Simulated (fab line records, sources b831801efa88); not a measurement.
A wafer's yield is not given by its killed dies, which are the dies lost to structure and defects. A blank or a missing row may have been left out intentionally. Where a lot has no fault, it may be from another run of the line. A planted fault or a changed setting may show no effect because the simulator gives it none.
fab line records	flow sky130
[record] lots = 7	wafers = 21	lastDay = 50
route steps=708 shown METAL2@483
lots with no fault: from the same line, run without faults
startH: start of the lot's first displayed wafer, in hours after the record's first day	waitH: hours from the lot's prior step to this one	" as in the row above	L1.1+2: one row covering several wafers at once	- value missing, or start not given	* or withheld: withheld	< > ~ a bound
route shown NAME@n: names a module that has steps shown in the file, with the first one's number in the route	usual: mean and standard deviation over wafers with no fault	same: alike in all rows	chamber/n: place in a boat	sites: the reading at each site	_std_site: standard deviation across them	_edge_site: mean of outer sites minus mean of inner sites	radiusMm: how far each site lies from the wafer's centre	mask NAME#n: copy n	behind: the last tool/chamber to shape the wafer	hold: what put the lot on hold/how long, in hours/how the hold closed	device: whichever transistor did not switch (one of n, p or np)	end of line: the same wafers' tests at the end of the route	where a step has no rows: the recipe by itself	killed: at the first sort, the dies lost to defects and structure; wafer yield is something else	map: dies across one wafer; x = killed, . = not, _ = none there
set.NAME: the run value of the setting; set.NAME@STEP: its run value at that earlier step	model.NAME: the simulator's own value behind a step, which no gauge read
a table for each step, a row for each wafer; lots at some steps of the route
services: a tool's chamber out of use, with start hour (startH, from the record's first day; less than 0 if before it), hours out, and reason
[[steps]]
[step SKY_METAL2_SPUTTER_00]
[recipe] material = Ti	targetThkNm = 15	powerW = 3000	timeS = 10	chamberPressurePa = 0.4
[usual] throttleValvePct = 30.0/0.68
lot.wafer	tool	chamber	startH	waitH	throttleValvePct
L185.1	pvdSputter-04	-	805.86	0.1	29.5
L185.2	"	-	"	"	30.9
L185.6	"	-	"	"	29.5
L190.2	pvdSputter-04	-	851.23	0.2	29.5
L190.3	"	-	"	"	31.0
L190.5	"	-	"	"	29.4
L192.1	pvdSputter-03	-	861.66	0.2	30.6
L192.4	"	-	"	"	30.5
L192.5	"	-	"	"	30.5
L199.1	pvdSputter-01	-	936.74	0.1	29.6
L199.2	"	-	"	"	30.1
L199.3	"	-	"	"	30.3
L202.1	pvdSputter-01	-	940.48	0.2	30.0
L202.3	"	-	"	"	29.5
L202.4	"	-	"	"	30.2
L203.1	pvdSputter-03	-	944.75	0.2	29.6
L203.2	"	-	"	"	30.7
L203.5	"	-	"	"	30.5
L205.1	pvdSputter-04	-	958.78	0.1	29.0
L205.3	"	-	"	"	29.5
L205.6	"	-	"	"	29.9
[step SKY_METAL2_SPUTTER_01]
[recipe] material = TiN	targetThkNm = 20	powerW = 6500	timeS = 16.7	chamberPressurePa = 0.4
[usual] throttleValvePct = 30.0/0.66
lot.wafer	tool	chamber	startH	waitH	throttleValvePct
L185.1	pvdSputter-04	-	805.88	0.0	29.5
L185.2	"	-	"	"	31.1
L185.6	"	-	"	"	30.1
L190.2	pvdSputter-04	-	851.25	0.0	29.6
L190.3	"	-	"	"	31.2
L190.5	"	-	"	"	29.8
L192.1	pvdSputter-03	-	861.68	0.0	30.3
L192.4	"	-	"	"	30.5
L192.5	"	-	"	"	30.5
L199.1	pvdSputter-01	-	936.76	0.0	29.5
L199.2	"	-	"	"	29.8
L199.3	"	-	"	"	30.2
L202.1	pvdSputter-01	-	940.50	0.0	30.1
L202.3	"	-	"	"	29.8
L202.4	"	-	"	"	29.9
L203.1	pvdSputter-03	-	944.78	0.0	29.6
L203.2	"	-	"	"	30.6
L203.5	"	-	"	"	30.3
L205.1	pvdSputter-04	-	958.80	0.0	29.0
L205.3	"	-	"	"	29.5
L205.6	"	-	"	"	29.8
[step SKY_METAL2_SPUTTER_02]
[recipe] material = AlCu	targetThkNm = 250	powerW = 10600	timeS = 13.3	chamberPressurePa = 0.4
[usual] throttleValvePct = 30.0/0.68
lot.wafer	tool	chamber	startH	waitH	throttleValvePct
L185.1	pvdSputter-04	-	805.91	0.0	29.5
L185.2	"	-	"	"	31.2
L185.6	"	-	"	"	30.0
L190.2	pvdSputter-04	-	851.27	0.0	29.6
L190.3	"	-	"	"	31.3
L190.5	"	-	"	"	29.8
L192.1	pvdSputter-03	-	861.71	0.0	30.5
L192.4	"	-	"	"	30.7
L192.5	"	-	"	"	30.7
L199.1	pvdSputter-01	-	936.79	0.0	29.6
L199.2	"	-	"	"	30.0
L199.3	"	-	"	"	30.5
L202.1	pvdSputter-01	-	940.52	0.0	29.9
L202.3	"	-	"	"	29.9
L202.4	"	-	"	"	30.3
L203.1	pvdSputter-03	-	944.80	0.0	29.4
L203.2	"	-	"	"	30.5
L203.5	"	-	"	"	30.5
L205.1	pvdSputter-04	-	958.82	0.0	29.1
L205.3	"	-	"	"	29.6
L205.6	"	-	"	"	29.8
[step SKY_METAL2_SPUTTER_03]
[recipe] material = Ti	targetThkNm = 5	powerW = 3000	timeS = 3.3	chamberPressurePa = 0.4
[usual] throttleValvePct = 30.0/0.67
lot.wafer	tool	chamber	startH	waitH	throttleValvePct
L185.1	pvdSputter-04	-	805.93	0.0	29.6
L185.2	"	-	"	"	31.4
L185.6	"	-	"	"	29.5
L190.2	pvdSputter-04	-	851.30	0.0	29.6
L190.3	"	-	"	"	31.0
L190.5	"	-	"	"	29.7
L192.1	pvdSputter-03	-	861.73	0.0	30.2
L192.4	"	-	"	"	30.8
L192.5	"	-	"	"	30.7
L199.1	pvdSputter-01	-	936.81	0.0	29.6
L199.2	"	-	"	"	30.1
L199.3	"	-	"	"	30.0
L202.1	pvdSputter-01	-	940.55	0.0	29.8
L202.3	"	-	"	"	29.8
L202.4	"	-	"	"	30.1
L203.1	pvdSputter-03	-	944.83	0.0	29.7
L203.2	"	-	"	"	30.4
L203.5	"	-	"	"	30.3
L205.1	pvdSputter-04	-	958.85	0.0	29.0
L205.3	"	-	"	"	29.6
L205.6	"	-	"	"	29.8
[step SKY_METAL2_SPUTTER_04]
[recipe] material = TiN	targetThkNm = 70	powerW = 6500	timeS = 58.3	chamberPressurePa = 0.4
[usual] throttleValvePct = 30.0/0.67
lot.wafer	tool	chamber	startH	waitH	throttleValvePct
L185.1	pvdSputter-04	-	805.95	0.0	29.4
L185.2	"	-	"	"	31.2
L185.6	"	-	"	"	29.8
L190.2	pvdSputter-04	-	851.32	0.0	29.6
L190.3	"	-	"	"	31.1
L190.5	"	-	"	"	29.8
L192.1	pvdSputter-03	-	861.75	0.0	30.8
L192.4	"	-	"	"	30.4
L192.5	"	-	"	"	30.7
L199.1	pvdSputter-01	-	936.83	0.0	30.1
L199.2	"	-	"	"	30.0
L199.3	"	-	"	"	30.2
L202.1	pvdSputter-01	-	940.57	0.0	30.1
L202.3	"	-	"	"	29.5
L202.4	"	-	"	"	30.2
L203.1	pvdSputter-03	-	944.84	0.0	29.6
L203.2	"	-	"	"	30.7
L203.5	"	-	"	"	30.5
L205.1	pvdSputter-04	-	958.87	0.0	29.1
L205.3	"	-	"	"	29.4
L205.6	"	-	"	"	29.7
[step SKY_METAL2_RS_MEAS_05]
[recipe] thkMeasGauge = four-point-probe	reads = TiN_of_METAL2_SPUTTER_04+Ti_of_METAL2_SPUTTER_03+AlCu_of_METAL2_SPUTTER_02+TiN_of_METAL2_SPUTTER_01+Ti_of_METAL2_SPUTTER_00
[usual] METAL2_ALCU_RS = 0.1270/0.0015
lot.wafer	tool	chamber	startH	waitH	METAL2_ALCU_RS[ohm/sq]
L185.1	filmMetro-03	-	806.00	0.0	0.1252
L185.2	"	-	"	"	0.1295
L185.6	"	-	"	"	0.1269
L190.2	filmMetro-03	-	851.39	0.0	0.1268
L190.3	"	-	"	"	0.1284
L190.5	"	-	"	"	0.1268
L192.1	filmMetro-02	-	861.80	0.0	0.1274
L192.4	"	-	"	"	0.1297
L192.5	"	-	"	"	0.1294
L199.1	filmMetro-04	-	936.88	0.0	0.1274
L199.2	"	-	"	"	0.1275
L199.3	"	-	"	"	0.1285
L202.1	filmMetro-02	-	940.62	0.0	0.1263
L202.3	"	-	"	"	0.1252
L202.4	"	-	"	"	0.1270
L203.1	filmMetro-04	-	944.89	0.0	0.1271
L203.2	"	-	"	"	0.1285
L203.5	"	-	"	"	0.1273
L205.1	filmMetro-04	-	958.92	0.0	0.1254
L205.3	"	-	"	"	0.1236
L205.6	"	-	"	"	0.1254
[step SKY_METAL2_THK_MEAS_06]
[recipe] thkMeasGauge = xrf	reads = AlCu_of_METAL2_SPUTTER_02
[usual] METAL2_ALCU_THK = 254.2/3
lot.wafer	tool	chamber	startH	waitH	METAL2_ALCU_THK[nm]
L185.1	filmMetro-03	-	806.12	0.1	260.0
L185.2	"	-	"	"	249.4
L185.6	"	-	"	"	256.7
L190.2	filmMetro-03	-	851.50	0.1	253.5
L190.3	"	-	"	"	252.2
L190.5	"	-	"	"	253.1
L192.1	filmMetro-02	-	861.92	0.1	252.0
L192.4	"	-	"	"	249.2
L192.5	"	-	"	"	248.3
L199.1	filmMetro-04	-	937.00	0.1	253.1
L199.2	"	-	"	"	253.2
L199.3	"	-	"	"	251.0
L202.1	filmMetro-02	-	940.74	0.1	257.2
L202.3	"	-	"	"	260.0
L202.4	"	-	"	"	255.9
L203.1	filmMetro-04	-	945.01	0.1	253.4
L203.2	"	-	"	"	250.0
L203.5	"	-	"	"	254.3
L205.1	filmMetro-04	-	959.04	0.1	258.3
L205.3	"	-	"	"	260.7
L205.6	"	-	"	"	258.1
[step SKY_METAL2_DEHYDRATE_07]
[recipe] tempC = 200	timeS = 60
[step SKY_METAL2_HMDS_08]
[recipe] primeTimeS = 60	primeTempC = 120
[step SKY_METAL2_COAT_09]
[recipe] resist = BARC	tempC = withheld	timeS = withheld	spinRpm = 3000	resistThkNm = 60
[step SKY_METAL2_COAT_10]
[recipe] resist = KrF-thick	spinRpm = 3000	resistThkNm = 450
[step SKY_METAL2_SOFTBAKE_11]
[recipe] tempC = 100	timeS = 90	resist = KrF-thick
[step SKY_METAL2_EXPOSE_12]
[recipe] maskId = MM2	na = 0.8	sourceShape = annular	sigmaInner = 0.55	sigmaOuter = 0.85	targetCdNm = 140	doseMj = 28
[usual] exposureDoseMJCm2 = 28.004/0.027	focusOffsetNm = 0.0/0.57
lot.wafer	tool	chamber	startH	waitH	mask	exposureDoseMJCm2	focusOffsetNm
L185.1	krfScanner-01	0	819.98	-	MM2#0	28.024	-0.1
L185.2	"	0	"	"	MM2#0	28.021	-1.1
L185.6	"	0	"	"	MM2#0	28.023	-0.8
L190.2	krfScanner-01	0	863.97	-	MM2#0	28.028	0.0
L190.3	"	0	"	"	MM2#0	27.968	0.7
L190.5	"	0	"	"	MM2#0	28.021	-0.1
L192.1	krfScanner-01	0	875.70	-	MM2#0	27.966	-0.4
L192.4	"	0	"	"	MM2#0	27.979	-0.4
L192.5	"	0	"	"	MM2#0	27.920	-0.5
L199.1	krfScanner-01	-	950.52	-	MM2#0	-	-
L199.2	"	-	"	"	MM2#0	-	-
L199.3	"	-	"	"	MM2#0	-	-
L202.1	krfScanner-01	-	953.83	-	MM2#0	-	-
L202.3	"	-	"	"	MM2#0	-	-
L202.4	"	-	"	"	MM2#0	-	-
L203.1	krfScanner-01	-	957.53	-	MM2#0	-	-
L203.2	"	-	"	"	MM2#0	-	-
L203.5	"	-	"	"	MM2#0	-	-
L205.1	krfScanner-01	0	971.74	-	MM2#0	27.970	0.8
L205.3	"	0	"	"	MM2#0	27.977	-0.1
L205.6	"	0	"	"	MM2#0	28.029	-0.4
[step SKY_METAL2_PEB_13]
[recipe] pebTempC = withheld	pebTimeS = withheld	resist = KrF-thick
[[services]]
tool	chamber	startH	hours	kind
krfScanner-01	-	786.35	1.0	pm
krfScanner-01	-	821.45	4.1	repair
krfScanner-01	-	833.50	1.6	repair
krfScanner-01	-	880.10	6.0	pm
krfScanner-01	-	887.10	0.8	pm
pvdSputter-01	-	887.25	4.3	repair
krfScanner-01	-	903.46	2.3	repair
krfScanner-01	-	921.93	1.3	pm
krfScanner-01	-	955.72	1.0	pm
[[key]]
[firstSign] step = SKY_METAL2_EXPOSE_12	reading = toolRecord	direction = missing
effect none on later readings
metAt SKY_METAL2_EXPOSE_12
struckWafers L199.1,L199.2,L199.3,L202.1,L202.3,L202.4,L203.1,L203.2,L203.5
laterRowsLeftOut L199.1,L199.2,L199.3,L202.1,L202.3,L202.4,L203.1,L203.2,L203.5
sortLeftOut L199.1,L199.2,L199.3,L202.1,L202.3,L202.4,L203.1,L203.2,L203.5
onsetBetween 875.70 950.52
[fault] kind = skippedStepWhole	tool = krfScanner-01	chamber = -	onsetH = 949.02	steps = SKY_METAL2_EXPOSE_12	scope = struckLotsOnly
// sortLeftOut: the simulated sort isn't trusted on such a fault, so these wafers' sort isn't shown, and their yield isn't known
// laterRowsLeftOut: the simulator's readings of these wafers behind a module that went badly wrong aren't trusted and aren't shown, but for the sort
